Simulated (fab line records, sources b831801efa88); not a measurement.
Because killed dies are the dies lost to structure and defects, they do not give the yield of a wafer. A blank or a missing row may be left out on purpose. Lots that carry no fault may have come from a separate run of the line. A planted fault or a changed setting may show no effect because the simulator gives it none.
fab line records -- flow sky130
record: lots: 11, wafers: 33, last_day: 51
route steps=708 shown LI_CONTACT@384 LOCAL_INTERCONNECT@402 CONTACT@406 PAD_OPEN@708
lots untouched by any fault: they come from a run of this same line in which no faults occurred
start_h: hours from the record's first day to the start of the lot's first wafer shown -- wait_h: hours elapsed since this lot's preceding step -- " repeats the value in the row above -- L1.1+2: several wafers, shown together as one row -- - no value, or no start was given -- * or withheld: withheld -- < > ~ a bound
route shown NAME@n: NAME is a module with steps in the file, n the number in the route of the first one -- usual: mean/standard deviation taken from wafers without a fault -- same: alike in all rows -- chamber/n: place in a boat -- sites: the reading at each site -- _std_site: their standard deviation -- _edge_site: mean of outer sites minus mean of inner sites -- radius_mm: for every site, how far away it sits from the centre of the wafer -- mask NAME#n: copy n -- behind: the last tool/chamber to shape the wafer -- hold: why the lot went on hold/how many hours it stayed there/how the hold came to an end -- device: which transistor (n, p or np) failed to switch -- end of line: the same wafers' tests at the end of the route -- a step without rows: its recipe alone -- killed: the dies lost at the first sort to structure and to defects; this is not the yield of the wafer -- map: shows each die of a wafer: x if killed, . if not, _ if none is there
set.NAME: the setting the step ran with; set.NAME@STEP: the setting that earlier step ran with -- model.NAME: the simulator's own value behind a step, which no gauge read
a sample of lots followed through the steps of the route, with each step as a table and each wafer as a row
services: when a tool's chamber went out of use (start_h, in hours from the record's first day, below 0 if earlier), for how many hours, and the reason
== steps ==
step: SKY_LI_CONTACT_RS_MEAS_22
recipe: thk_meas_gauge: four-point-probe, reads: W_of_LI_CONTACT_CVD_21+TiN_of_LI_CONTACT_SPUTTER_20+Ti_of_LI_CONTACT_SPUTTER_19
usual: LI_CONTACT_W_RS: 0.2838/0.0027
lot.wafer,tool,chamber,start_h,wait_h,LI_CONTACT_W_RS[ohm/sq]
L606.1,film_metro-04,-,705.48,0.1,0.2802
L606.3,film_metro-04,-,705.48,0.1,0.2783
L606.5,film_metro-04,-,705.48,0.1,0.2815
L611.1,film_metro-04,-,706.43,0.1,0.2871
L611.3,film_metro-04,-,706.43,0.1,0.2831
L611.5,film_metro-04,-,706.43,0.1,0.2798
L609.3,film_metro-02,-,706.92,0.1,0.2781
L609.5,film_metro-02,-,706.92,0.1,0.2864
L609.6,film_metro-02,-,706.92,0.1,0.2819
L612.1,film_metro-02,-,707.92,0.1,0.2804
L612.4,film_metro-02,-,707.92,0.1,0.2787
L612.6,film_metro-02,-,707.92,0.1,0.2834
L610.4,film_metro-04,-,707.94,0.1,0.2812
L610.5,film_metro-04,-,707.94,0.1,0.2849
L610.6,film_metro-04,-,707.94,0.1,0.2860
L614.2,film_metro-02,-,740.85,0.1,0.2815
L614.3,film_metro-02,-,740.85,0.1,0.2833
L614.4,film_metro-02,-,740.85,0.1,0.2863
L616.4,film_metro-03,-,751.74,0.1,0.2812
L616.5,film_metro-03,-,751.74,0.1,0.2855
L616.6,film_metro-03,-,751.74,0.1,0.2837
L627.1,film_metro-04,-,868.68,0.1,0.2855
L627.2,film_metro-04,-,868.68,0.1,0.2848
L627.5,film_metro-04,-,868.68,0.1,0.2878
L623.4,film_metro-02,-,868.98,0.1,0.2902
L623.5,film_metro-02,-,868.98,0.1,0.2856
L623.6,film_metro-02,-,868.98,0.1,0.2861
L626.2,film_metro-02,-,870.75,0.1,0.2873
L626.3,film_metro-02,-,870.75,0.1,0.2860
L626.5,film_metro-02,-,870.75,0.1,0.2872
L628.2,film_metro-04,-,871.60,0.1,0.2866
L628.4,film_metro-04,-,871.60,0.1,0.2819
L628.5,film_metro-04,-,871.60,0.1,0.2852
step: SKY_LOCAL_INTERCONNECT_STRIP_15
recipe: chemistry: O2/N2, power_w: 1400, pressure_mtorr: 1500, platen_temp_c: withheld, o2_flow_sccm: 3000, n2_flow_sccm: 300, overash_fraction: 0.5
usual: chamber_pressure_mTorr: 1500.0/1.4, drypump_motor_current_A: 5.4/0.42, oes_product_au: 0.427/0.0043, strip_time_to_endpoint_s: 4.732/0.021
lot.wafer,tool,chamber,start_h,wait_h,chamber_pressure_mTorr,drypump_motor_current_A,oes_product_au,rf_hours_counter_h,strip_time_to_endpoint_s
L606.1,plasma_asher-01,1,735.55,0.0,1501.4,6.0,0.420,60,4.729
L606.3,plasma_asher-01,1,735.55,0.0,1500.1,5.9,0.430,-,4.732
L606.5,plasma_asher-01,0,735.55,0.0,1499.4,4.7,0.427,-,4.716
L611.1,plasma_asher-02,1,735.90,0.0,1501.9,5.3,0.433,31,4.729
L611.3,plasma_asher-02,1,735.90,0.0,1499.6,5.3,0.417,-,4.723
L611.5,plasma_asher-02,0,735.90,0.0,1500.4,5.6,0.428,-,4.734
L609.3,plasma_asher-01,0,735.97,0.1,1499.6,4.7,0.422,-,4.683
L609.5,plasma_asher-01,0,735.97,0.1,1499.5,4.7,0.424,-,4.674
L609.6,plasma_asher-01,1,735.97,0.1,1498.7,5.9,0.429,-,4.710
L610.4,plasma_asher-01,0,736.28,0.1,1501.9,4.8,0.424,-,4.749
L610.5,plasma_asher-01,0,736.28,0.1,1499.6,4.8,0.424,-,4.724
L610.6,plasma_asher-01,1,736.28,0.1,1501.6,5.9,0.430,-,4.731
L612.1,plasma_asher-01,0,736.60,0.0,1501.3,4.7,0.430,60,4.728
L612.4,plasma_asher-01,1,736.60,0.0,1501.5,5.9,0.424,-,4.713
L612.6,plasma_asher-01,1,736.60,0.0,1498.1,5.9,0.429,-,4.707
L614.2,plasma_asher-02,1,769.05,0.0,1499.2,5.3,0.428,35,4.779
L614.3,plasma_asher-02,1,769.05,0.0,1502.5,5.3,0.433,-,4.763
L614.4,plasma_asher-02,0,769.05,0.0,1499.3,5.6,0.419,-,4.756
L616.4,plasma_asher-02,1,778.48,0.1,1500.4,5.3,0.425,-,4.716
L616.5,plasma_asher-02,1,778.48,0.1,1499.9,5.3,0.434,-,4.748
L616.6,plasma_asher-02,0,778.48,0.1,1499.6,5.6,0.422,-,4.701
L627.1,plasma_asher-01,1,893.71,0.0,1500.7,5.9,0.420,75,4.717
L627.2,plasma_asher-01,0,893.71,0.0,1497.8,4.7,0.419,75,4.707
L627.5,plasma_asher-01,1,893.71,0.0,1498.7,5.9,0.423,-,4.717
L623.4,plasma_asher-02,1,893.88,0.1,1499.1,5.3,0.426,-,4.742
L623.5,plasma_asher-02,1,893.88,0.1,1500.8,5.3,0.424,-,4.705
L623.6,plasma_asher-02,0,893.88,0.1,1500.0,5.6,0.425,-,4.681
L626.2,plasma_asher-02,0,895.80,0.0,1496.6,5.6,0.428,48,4.726
L626.3,plasma_asher-02,0,895.80,0.0,1500.0,5.6,0.419,-,4.727
L626.5,plasma_asher-02,1,895.80,0.0,1499.9,5.3,0.429,-,4.719
L628.2,plasma_asher-01,0,897.10,0.0,1500.2,4.7,0.429,76,4.720
L628.4,plasma_asher-01,0,897.10,0.0,1499.2,4.7,0.431,-,4.736
L628.5,plasma_asher-01,1,897.10,0.0,1499.9,5.9,0.427,-,4.727
step: SKY_CONTACT_CVD_00
recipe: material: Si3N4, target_thk_nm: 75, temp_c: 400, time_s: withheld, rf_w: 450
usual: heater_power_w: 732/110
lot.wafer,tool,chamber,start_h,wait_h,heater_power_w
L606.1,pecvd-01,1,736.14,0.0,577
L606.3,pecvd-01,0,736.14,0.0,676
L606.5,pecvd-01,0,736.14,0.0,688
L611.1,pecvd-04,2,736.58,0.0,889
L611.3,pecvd-04,1,736.58,0.0,733
L611.5,pecvd-04,1,736.58,0.0,735
L609.3,pecvd-03,0,736.64,0.0,632
L609.5,pecvd-03,1,736.64,0.0,801
L609.6,pecvd-03,2,736.64,0.0,656
L610.4,pecvd-04,0,736.90,0.0,820
L610.5,pecvd-04,1,736.90,0.0,782
L610.6,pecvd-04,2,736.90,0.0,821
L612.1,pecvd-03,0,737.19,0.0,716
L612.4,pecvd-03,0,737.19,0.0,732
L612.6,pecvd-03,2,737.19,0.0,627
L614.2,pecvd-01,2,769.67,0.0,842
L614.3,pecvd-01,0,769.67,0.0,696
L614.4,pecvd-01,2,769.67,0.0,856
L616.4,pecvd-03,1,779.06,0.0,754
L616.5,pecvd-03,2,779.06,0.0,589
L616.6,pecvd-03,0,779.06,0.0,769
L627.1,pecvd-01,2,894.34,0.0,685
L627.2,pecvd-01,1,894.34,0.0,538
L627.5,pecvd-01,1,894.34,0.0,537
L623.4,pecvd-04,1,894.57,0.0,808
L623.5,pecvd-04,2,894.57,0.0,883
L623.6,pecvd-04,0,894.57,0.0,893
L626.2,pecvd-01,1,896.46,0.0,501
L626.3,pecvd-01,2,896.46,0.0,770
L626.5,pecvd-01,0,896.46,0.0,675
L628.2,pecvd-03,1,897.79,0.0,681
L628.4,pecvd-03,1,897.79,0.0,692
L628.5,pecvd-03,2,897.79,0.0,547
step: SKY_CONTACT_HDPCVD_02
recipe: material: SiO2, target_thk_nm: 565, sigma_open_frac: 0.3, time_s: 94.2, temp_c: 600, sih4_flow_sccm: 60, pressure_mtorr: 6
usual: sih4_flow_sccm: 60.02/0.17
lot.wafer,tool,chamber,start_h,wait_h,sih4_flow_sccm
L606.1,hdpcvd-02,0,736.24,0.1,60.03
L606.3,hdpcvd-02,2,736.24,0.1,59.92
L606.5,hdpcvd-02,1,736.24,0.1,59.64
L611.1,hdpcvd-01,2,736.67,0.1,59.84
L611.3,hdpcvd-01,2,736.67,0.1,60.30
L611.5,hdpcvd-01,2,736.67,0.1,59.97
L609.3,hdpcvd-02,1,736.74,0.0,59.88
L609.5,hdpcvd-02,1,736.74,0.0,59.95
L609.6,hdpcvd-02,2,736.74,0.0,60.14
L610.4,hdpcvd-02,2,737.05,0.1,60.29
L610.5,hdpcvd-02,1,737.05,0.1,60.02
L610.6,hdpcvd-02,0,737.05,0.1,60.09
L612.1,hdpcvd-01,1,737.35,0.1,60.21
L612.4,hdpcvd-01,1,737.35,0.1,60.47
L612.6,hdpcvd-01,1,737.35,0.1,60.24
L614.2,hdpcvd-01,1,769.77,0.0,59.96
L614.3,hdpcvd-01,0,769.77,0.0,59.95
L614.4,hdpcvd-01,2,769.77,0.0,60.17
L616.4,hdpcvd-01,1,779.17,0.1,60.07
L616.5,hdpcvd-01,2,779.17,0.1,60.08
L616.6,hdpcvd-01,1,779.17,0.1,59.85
L627.1,hdpcvd-01,0,894.44,0.1,59.88
L627.2,hdpcvd-01,1,894.44,0.1,60.26
L627.5,hdpcvd-01,1,894.44,0.1,60.11
L623.4,hdpcvd-02,2,894.69,0.1,59.84
L623.5,hdpcvd-02,1,894.69,0.1,60.23
L623.6,hdpcvd-02,0,894.69,0.1,60.10
L626.2,hdpcvd-02,0,896.55,0.0,71.96
L626.3,hdpcvd-02,1,896.55,0.0,59.93
L626.5,hdpcvd-02,0,896.55,0.0,71.92
L628.2,hdpcvd-02,2,897.89,0.0,60.17
L628.4,hdpcvd-02,2,897.89,0.0,60.05
L628.5,hdpcvd-02,0,897.89,0.0,72.01
step: SKY_CONTACT_THK_MEAS_03
recipe: reads: SiO2_of_CONTACT_HDPCVD_02
usual: CONTACT_HDPCVD_THK: 566/5.6
lot.wafer,tool,chamber,start_h,wait_h,CONTACT_HDPCVD_THK[nm]
L606.1,film_metro-02,-,736.31,0.0,570
L606.3,film_metro-02,-,736.31,0.0,564
L606.5,film_metro-02,-,736.31,0.0,559
L611.1,film_metro-02,-,736.79,0.1,563
L611.3,film_metro-02,-,736.79,0.1,570
L611.5,film_metro-02,-,736.79,0.1,564
L609.3,film_metro-01,-,736.83,0.1,564
L609.5,film_metro-01,-,736.83,0.1,567
L609.6,film_metro-01,-,736.83,0.1,568
L610.4,film_metro-01,-,737.12,0.0,569
L610.5,film_metro-01,-,737.12,0.0,560
L610.6,film_metro-01,-,737.12,0.0,567
L612.1,film_metro-02,-,737.45,0.1,568
L612.4,film_metro-02,-,737.45,0.1,569
L612.6,film_metro-02,-,737.45,0.1,559
L614.2,film_metro-02,-,769.85,0.0,562
L614.3,film_metro-02,-,769.85,0.0,570
L614.4,film_metro-02,-,769.85,0.0,561
L616.4,film_metro-04,-,779.27,0.1,562
L616.5,film_metro-04,-,779.27,0.1,566
L616.6,film_metro-04,-,779.27,0.1,565
L627.1,film_metro-02,-,894.51,0.0,558
L627.2,film_metro-02,-,894.51,0.0,567
L627.5,film_metro-02,-,894.51,0.0,563
L623.4,film_metro-04,-,894.75,0.0,568
L623.5,film_metro-04,-,894.75,0.0,571
L623.6,film_metro-04,-,894.75,0.0,579
L626.2,film_metro-04,-,896.63,0.0,684
L626.3,film_metro-04,-,896.63,0.0,564
L626.5,film_metro-04,-,896.63,0.0,690
L628.2,film_metro-04,-,897.97,0.0,561
L628.4,film_metro-04,-,897.97,0.0,565
L628.5,film_metro-04,-,897.97,0.0,683
step: SKY_CONTACT_CMP_04
recipe: material: SiO2, down_force_psi: 4, platen_rpm: 60, pad_velocity_m_s: 0.94248
usual: motor_current_A: 12.1/1.8, time_to_endpoint_s: 82/4
lot.wafer,tool,chamber,start_h,wait_h,motor_current_A,time_to_endpoint_s
L606.1,cmp-01,3,736.47,0.1,14.4,81
L606.3,cmp-01,0,736.47,0.1,10.1,77
L606.5,cmp-01,1,736.47,0.1,12.2,71
L611.3,cmp-02,2,736.85,0.0,14.5,89
L611.1,cmp-02,3,736.85,0.0,9.4,81
L611.5,cmp-02,3,736.85,0.0,9.8,84
L609.3,cmp-01,2,736.97,0.1,13.1,81
L609.5,cmp-01,0,736.97,0.1,10.1,87
L609.6,cmp-01,1,736.97,0.1,11.3,83
L610.4,cmp-01,1,737.32,0.2,11.7,77
L610.5,cmp-01,2,737.32,0.2,13.0,78
L610.6,cmp-01,3,737.32,0.2,13.5,82
L612.4,cmp-01,0,737.56,0.1,10.5,88
L612.1,cmp-01,1,737.56,0.1,11.7,83
L612.6,cmp-01,3,737.56,0.1,14.2,84
L614.3,cmp-02,0,769.90,0.0,11.2,80
L614.2,cmp-02,1,769.90,0.0,10.9,78
L614.4,cmp-02,3,769.90,0.0,9.6,74
L616.4,cmp-01,2,779.30,0.0,13.4,78
L616.6,cmp-01,2,779.30,0.0,12.7,79
L616.5,cmp-01,3,779.30,0.0,13.6,87
L627.2,cmp-02,2,894.62,0.1,15.3,82
L627.1,cmp-02,0,894.62,0.1,11.6,77
L627.5,cmp-02,1,894.62,0.1,10.7,79
L623.4,cmp-01,2,894.88,0.1,13.3,83
L623.5,cmp-01,0,894.88,0.1,10.4,88
L623.6,cmp-01,1,894.88,0.1,12.1,85
L626.3,cmp-02,1,896.71,0.1,11.2,86
L626.2,cmp-02,3,896.71,0.1,9.8,124
L626.5,cmp-02,2,896.71,0.1,15.0,128
L628.4,cmp-02,0,898.12,0.1,10.9,84
L628.2,cmp-02,1,898.12,0.1,11.6,82
L628.5,cmp-02,3,898.12,0.1,10.0,128
step: SKY_PAD_OPEN_PROBE_99
usual: killed_at_M0_to_M3: 42/7.3, killed_at_M4_up: 3.4/2, killed_at_contacts: 24/5.6, killed_at_front_end: 16/4.5, killed_at_other: 0.2/0.51, killed_dies: 86/9.8, killed_open: 46/7, killed_short: 40/6.7
same: gross_dies: 492, killed_at_back_side: 0
lot.wafer,tool,chamber,start_h,wait_h,killed_at_M0_to_M3,killed_at_M4_up,killed_at_contacts,killed_at_front_end,killed_at_other,killed_dies,killed_open,killed_short
L610.4,prober-01,-,1103.10,0.2,43,5,25,13,0,86,47,39
L610.5,prober-01,-,1103.15,0.2,34,5,34,11,0,84,42,42
L610.6,prober-01,-,1103.20,0.2,48,3,22,17,0,90,58,32
L609.3,prober-01,-,1103.35,0.3,46,2,23,14,0,85,50,35
L609.5,prober-01,-,1103.45,0.4,37,3,21,14,0,75,48,27
L609.6,prober-01,-,1103.50,0.4,39,7,22,13,0,81,44,36
L612.1,prober-02,-,1105.37,0.1,34,5,34,16,0,89,58,30
L612.4,prober-02,-,1105.52,0.2,62,2,20,14,1,99,51,48
L612.6,prober-02,-,1105.62,0.2,45,3,24,15,0,87,50,37
L614.2,prober-01,-,1125.08,0.1,45,3,25,21,1,95,54,41
L614.3,prober-01,-,1125.13,0.2,45,3,23,10,1,82,49,33
L614.4,prober-01,-,1125.18,0.2,39,5,17,16,0,77,44,33
L623.4,prober-01,-,1214.01,0.2,36,4,27,10,0,77,33,44
L623.5,prober-01,-,1214.06,0.2,43,7,22,15,0,87,43,44
L623.6,prober-01,-,1214.11,0.2,42,7,20,14,0,83,40,43
L626.2,prober-01,-,1215.45,0.1,41,5,32,23,1,102,58,44
L626.3,prober-01,-,1215.50,0.2,33,7,20,17,0,77,43,34
L626.5,prober-01,-,1215.60,0.2,38,2,20,20,0,80,43,35
L628.2,prober-01,-,1217.29,0.1,45,3,24,16,0,88,43,45
L628.4,prober-01,-,1217.39,0.2,41,2,28,11,1,83,39,44
L628.5,prober-01,-,1217.44,0.2,43,7,24,22,1,97,47,49
killed by level:class
L610.4 VIA1:geometric_particle:open=10 CONTACT:geometric_particle:open=9 METAL1:geometric_particle:short=8 VIA3:geometric_particle:open=8 LI_CONTACT:geometric_particle:open=7 METAL4:geometric_particle:short=5 VIA1:geometric_particle:short=5 CONTACT:geometric_particle:short=5
L610.5 CONTACT:geometric_particle:open=11 LI_CONTACT:geometric_particle:open=9 VIA1:geometric_particle:open=7 METAL2:geometric_particle:short=7 FIELD_ISO:geometric_particle:short=5 LOCAL_INTERCONNECT:geometric_particle:short=5 CONTACT:geometric_particle:short=5 METAL1:geometric_particle:short=5
L610.6 VIA1:geometric_particle:open=10 VIA3:geometric_particle:open=10 VIA2:geometric_particle:open=10 LI_CONTACT:geometric_particle:open=9 METAL1:geometric_particle:short=6 FIELD_ISO:geometric_particle:short=5 FIELD_ISO:geometric_particle:open=5 CONTACT:geometric_particle:short=5
L609.3 VIA1:geometric_particle:open=13 LI_CONTACT:geometric_particle:open=7 CONTACT:geometric_particle:open=7 VIA3:geometric_particle:open=6 VIA1:geometric_particle:short=4 METAL2:geometric_particle:short=4 VIA2:geometric_particle:open=4 VIA3:geometric_particle:short=4
L609.5 VIA1:geometric_particle:open=11 LI_CONTACT:geometric_particle:open=10 CONTACT:geometric_particle:open=9 VIA3:geometric_particle:open=8 POLY_GATE:geometric_particle:short=6 FIELD_ISO:geometric_particle:open=4 METAL3:geometric_particle:short=4 METAL1:geometric_particle:short=3
L609.6 VIA1:geometric_particle:open=10 CONTACT:geometric_particle:open=7 FIELD_ISO:geometric_particle:short=6 METAL2:geometric_particle:short=6 VIA2:geometric_particle:open=5 VIA3:geometric_particle:open=5 FIELD_ISO:geometric_particle:open=4 LI_CONTACT:geometric_particle:open=4
L612.1 CONTACT:geometric_particle:open=17 VIA1:geometric_particle:open=11 LI_CONTACT:geometric_particle:open=8 VIA3:geometric_particle:open=6 FIELD_ISO:geometric_particle:open=5 METAL1:geometric_particle:short=5 LOCAL_INTERCONNECT:geometric_particle:short=4 METAL4:geometric_particle:short=4
L612.4 VIA3:geometric_particle:open=13 VIA1:geometric_particle:short=9 VIA1:geometric_particle:open=8 CONTACT:geometric_particle:open=8 METAL1:geometric_particle:short=8 METAL2:geometric_particle:short=7 VIA3:geometric_particle:short=7 VIA2:geometric_particle:open=6
L612.6 VIA1:geometric_particle:open=15 METAL1:geometric_particle:short=10 CONTACT:geometric_particle:open=9 POLY_GATE:geometric_particle:open=6 LI_CONTACT:geometric_particle:open=6 VIA2:geometric_particle:open=6 LI_CONTACT:geometric_particle:short=4 VIA3:geometric_particle:open=4
L614.2 LI_CONTACT:geometric_particle:open=10 VIA2:geometric_particle:open=8 LOCAL_INTERCONNECT:geometric_particle:short=7 FIELD_ISO:geometric_particle:open=6 POLY_GATE:geometric_particle:open=6 CONTACT:geometric_particle:open=6 VIA1:geometric_particle:open=6 VIA3:geometric_particle:open=6
L614.3 VIA2:geometric_particle:open=12 CONTACT:geometric_particle:open=7 VIA1:geometric_particle:open=7 VIA3:geometric_particle:open=7 LI_CONTACT:geometric_particle:open=5 METAL1:geometric_particle:short=5 LI_CONTACT:geometric_particle:short=4 LOCAL_INTERCONNECT:geometric_particle:short=4
L614.4 CONTACT:geometric_particle:open=9 FIELD_ISO:geometric_particle:open=7 VIA2:geometric_particle:open=7 METAL2:geometric_particle:short=7 VIA3:geometric_particle:open=6 VIA1:geometric_particle:short=5 POLY_GATE:geometric_particle:open=4 VIA1:geometric_particle:open=4
L623.4 LOCAL_INTERCONNECT:geometric_particle:short=8 CONTACT:geometric_particle:open=7 CONTACT:geometric_particle:short=7 VIA1:geometric_particle:open=7 METAL1:geometric_particle:short=6 VIA3:geometric_particle:open=5 VIA2:geometric_particle:open=4 FIELD_ISO:geometric_particle:short=3
L623.5 CONTACT:geometric_particle:open=9 VIA1:geometric_particle:open=7 VIA3:geometric_particle:open=7 VIA1:geometric_particle:short=6 LI_CONTACT:geometric_particle:open=6 METAL2:geometric_particle:short=6 METAL4:geometric_particle:short=5 POLY_GATE:geometric_particle:short=4
L623.6 VIA2:geometric_particle:open=9 POLY_GATE:geometric_particle:short=7 VIA3:geometric_particle:open=7 LI_CONTACT:geometric_particle:open=6 METAL4:geometric_particle:short=6 METAL2:geometric_particle:short=6 CONTACT:geometric_particle:short=5 CONTACT:geometric_particle:open=4
L626.2 LI_CONTACT:geometric_particle:open=15 VIA2:geometric_particle:open=8 POLY_GATE:geometric_particle:short=7 LOCAL_INTERCONNECT:geometric_particle:short=7 CONTACT:geometric_particle:open=6 VIA3:geometric_particle:open=6 VIA1:geometric_particle:open=6 METAL3:geometric_particle:short=5
L626.3 CONTACT:geometric_particle:open=9 VIA3:geometric_particle:open=8 METAL4:geometric_particle:short=6 FIELD_ISO:geometric_particle:open=5 VIA1:geometric_particle:open=5 VIA3:geometric_particle:short=5 POLY_GATE:geometric_particle:short=4 CONTACT:geometric_particle:short=4
L626.5 VIA2:geometric_particle:open=8 VIA3:geometric_particle:open=7 LI_CONTACT:geometric_particle:open=6 LOCAL_INTERCONNECT:geometric_particle:short=6 FIELD_ISO:geometric_particle:short=5 CONTACT:geometric_particle:open=5 VIA1:geometric_particle:open=5 METAL1:geometric_particle:short=4
L628.2 VIA1:geometric_particle:open=8 CONTACT:geometric_particle:open=7 CONTACT:geometric_particle:short=7 METAL2:geometric_particle:short=6 VIA2:geometric_particle:open=6 VIA3:geometric_particle:open=6 VIA1:geometric_particle:short=5 FIELD_ISO:geometric_particle:open=4
L628.4 CONTACT:geometric_particle:open=10 VIA2:geometric_particle:open=8 CONTACT:geometric_particle:short=7 VIA1:geometric_particle:open=7 METAL3:geometric_particle:short=7 LI_CONTACT:geometric_particle:short=5 LI_CONTACT:geometric_particle:open=5 METAL1:geometric_particle:short=5
L628.5 CONTACT:geometric_particle:open=13 METAL1:geometric_particle:short=8 VIA3:geometric_particle:open=7 POLY_GATE:geometric_particle:open=7 VIA1:geometric_particle:open=7 VIA2:geometric_particle:open=5 VIA1:geometric_particle:short=5 METAL2:geometric_particle:short=5
== services ==
tool,chamber,start_h,hours,kind
cmp-01,-,712.96,0.5,repair
cmp-01,-,713.68,3.9,repair
pecvd-04,0,719.95,10.9,repair
hdpcvd-01,0,732.91,5.2,repair
cmp-02,-,744.00,4.0,pm
plasma_asher-02,-,745.76,2.8,pm
cmp-01,-,748.00,12.3,pm
plasma_asher-02,-,748.51,4.3,pm
hdpcvd-02,-,756.63,5.5,pm
cmp-01,-,765.25,0.7,repair
cmp-01,-,773.45,3.9,repair
hdpcvd-01,0,774.59,14.3,repair
cmp-02,-,777.92,2.1,repair
hdpcvd-01,-,785.96,0.8,repair
pecvd-01,0,807.46,12.7,repair
cmp-02,-,807.99,0.5,repair
plasma_asher-01,-,809.21,11.2,repair
hdpcvd-01,-,857.83,0.5,repair
plasma_asher-02,-,858.77,1.3,repair
pecvd-03,-,864.54,0.9,repair
cmp-02,-,868.85,5.1,repair
pecvd-04,-,872.07,0.5,repair
pecvd-01,-,879.02,2.8,pm
cmp-01,-,895.79,1.2,repair
== key ==
first_sign: step: SKY_CONTACT_HDPCVD_02, reading: sih4_flow_sccm, direction: up, sigmas: 71, usual: 60.02, struck: 71.96
effect: step: SKY_CONTACT_THK_MEAS_03, reading: CONTACT_HDPCVD_THK, direction: up, sigmas: 22, usual: 566, struck: 686
effect: step: SKY_CONTACT_CMP_04, reading: time_to_endpoint_s, direction: up, sigmas: 11, usual: *, struck: *
met_at SKY_CONTACT_HDPCVD_02
struck_lots L626,L628
struck_wafers L626.2,L626.5,L628.5
tester_left_out L626,L628
not_acting_at SKY_LI_CONTACT_RS_MEAS_22,SKY_LOCAL_INTERCONNECT_STRIP_15,SKY_CONTACT_CVD_00
onset_between 894.69 896.55
fault: kind: process_parameter_drift, tool: hdpcvd-02, chamber: 0, onset_h: 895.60, steps: SKY_CONTACT_HDPCVD_02, channel: sih4_flow_sccm, offset: 12, shape: step, end_h: 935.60, acts_in: these_recipes_only, stated: 60
tester_left_out: of these lots the tester's yield and bins aren't shown, on N5 and GAA mostly nor the transistor test; their killed dies are dies lost to structure and defects alone, not to doping, threshold or leakage, so they don't give the yield
